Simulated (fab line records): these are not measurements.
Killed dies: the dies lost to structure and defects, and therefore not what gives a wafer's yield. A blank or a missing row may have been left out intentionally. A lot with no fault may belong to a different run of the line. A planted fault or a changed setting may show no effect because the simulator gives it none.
One fault seen from 2 desks + flow gf180mcu + each desk has only its own numbers; what lay behind them comes last

TOOL OWNER'S DESK, pvd sputter-03
At GF_M2_SPUTTER_01 (material TiN, target thk 30 nm, time 25 s) the tool's own readings: per lot run on this tool, the mean of the sampled wafers that have a number. Marked OUT: a lot whose mean sits more than 4 standard deviations from the usual mean, which makes it out of limits; the brackets give that distance.
Columns: A = chamber pressure pa at GF_M2_SPUTTER_01, usual 0.3999 Pa; B = throttle valve pct at GF_M2_SPUTTER_01, usual 30.0 %
| lot  | first seen here | A                | B    |
|------|-----------------|------------------|------|
| L299 | day 19 10:13    | 0.3985           | 30.8 |
| L300 | day 19 14:16    | 0.4009           | 30.1 |
| L315 | day 24 22:01    | 0.3674 (-41) OUT | 31.9 |
| L318 | day 25 14:55    | 0.3683 (-40) OUT | 31.7 |
This desk's verdict: out of limits on L315, L318, starting with L315 at day 24 22:01 (chamber pressure pa at GF_M2_SPUTTER_01). L299, L300 stayed within limits.

THE METROLOGY DESK
Means of the sampled wafers that have a number, per lot and without regard to the tool the lot ran on: this is what the gauges read. Marked OUT: a lot whose mean sits more than 4 standard deviations from the usual mean, which makes it out of limits; the brackets give that distance.
Columns: A = V1_CVD_02_THK at GF_V1_THK_MEAS_03, usual 854 nm
| lot  | first seen here | A   |
|------|-----------------|-----|
| L299 | day 18 08:12    | 854 |
| L300 | day 18 12:02    | 844 |
| L302 | day 18 22:55    | 850 |
| L303 | day 19 13:10    | 860 |
| L304 | day 20 04:34    | 852 |
| L305 | day 20 07:46    | 854 |
| L307 | day 20 22:35    | 838 |
| L309 | day 21 18:32    | 850 |
| L312 | day 22 16:49    | 854 |
| L315 | day 23 21:46    | 870 |
| L317 | day 24 05:01    | 861 |
| L318 | day 24 15:29    | 863 |
| L320 | day 25 06:11    | 857 |
This desk found nothing out of limits on any of the 13 lots.

TAKEN TOGETHER
At day 24 22:01, on L315, L318, the tool owner's desk was in a position to raise an alarm.
At the metrology desk, nothing out of limits was observed.
The metrology desk holds a record of L315, L318, inside its limits.
Every lot named ran GF_M2_SPUTTER_01 on pvd sputter-03.

WHAT HAD BEEN PUT IN BY THE SIMULATOR
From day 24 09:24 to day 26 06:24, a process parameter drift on pvd sputter-03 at GF_M2_SPUTTER_01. A move of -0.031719 in setting chamber pressure pa, from 0.4. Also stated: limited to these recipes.
Shown lots that were struck: L315, L318.
How many hours passed from the start of the fault until each desk's first out-of-limits reading: the tool owner's desk, 13.
